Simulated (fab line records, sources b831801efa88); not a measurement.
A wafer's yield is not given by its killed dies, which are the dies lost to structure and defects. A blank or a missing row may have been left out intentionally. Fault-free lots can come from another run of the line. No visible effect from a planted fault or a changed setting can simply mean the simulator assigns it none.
Matching of chambers | flow gf180mcu | GF_SAB_ETCH_11 on rie_diel-01: 4 sister chambers
The step etches SiO2 in C4F8/O2/Ar, target depth 55 nm, time 8.5 s. 8 wafers are shown with their chamber, then 7 later ones without.

== WAFERS, EACH WITH ITS CHAMBER ==
wafer  | chamber | oes_product_au (a.u.)
L093.2 | 3       | 0.980
L093.3 | 0       | 0.990
L093.6 | 1       | 0.997
L094.1 | 0       | 0.991
L094.2 | 1       | 0.992
L094.3 | 2       | 1.001
L094.4 | 3       | 0.994
L094.5 | 2       | 0.994

== WAFERS WITH NO CHAMBER GIVEN ==
wafer  | oes_product_au (a.u.)
L094.6 | 0.995
L095.1 | 0.991
L095.2 | 0.993
L095.3 | 1.004
L095.4 | 0.987
L095.5 | 0.998
L095.6 | 0.988

== CHAMBER TAKEN BY EACH ==
wafer  | from the rows above               | in truth
L094.6 | can't be placed: 1 or 2 or 0 or 3 | 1
L095.1 | can't be placed: 0 or 1 or 3 or 2 | 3
L095.2 | can't be placed: 1 or 0 or 2 or 3 | 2
L095.3 | can't be placed: 2 or 1 or 0 or 3 | 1
L095.4 | can't be placed: 3 or 0 or 1 or 2 | 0
L095.5 | can't be placed: 2 or 1 or 0 or 3 | 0
L095.6 | can't be placed: 3 or 0 or 1 or 2 | 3
Correct placement for 0 of the 7. Not placeable from these rows: 7 (in 7, the candidates include the true chamber). Number placed wrongly: 0.
How it was worked out, from the rows above alone: a wafer's distance from a chamber is the root of the sum, over the readings, of the square of ((its reading less the chamber's mean) divided by the reading's scatter). If the next closest chamber is less than 2 further off than the closest, the wafer can't be placed; otherwise it belongs to the closest. A chamber's mean is the mean of its shown wafers. The scatter is the square root of a quotient: the sum, over the shown wafers, of each reading's squared deviation from its chamber's mean, divided by wafers minus chambers.
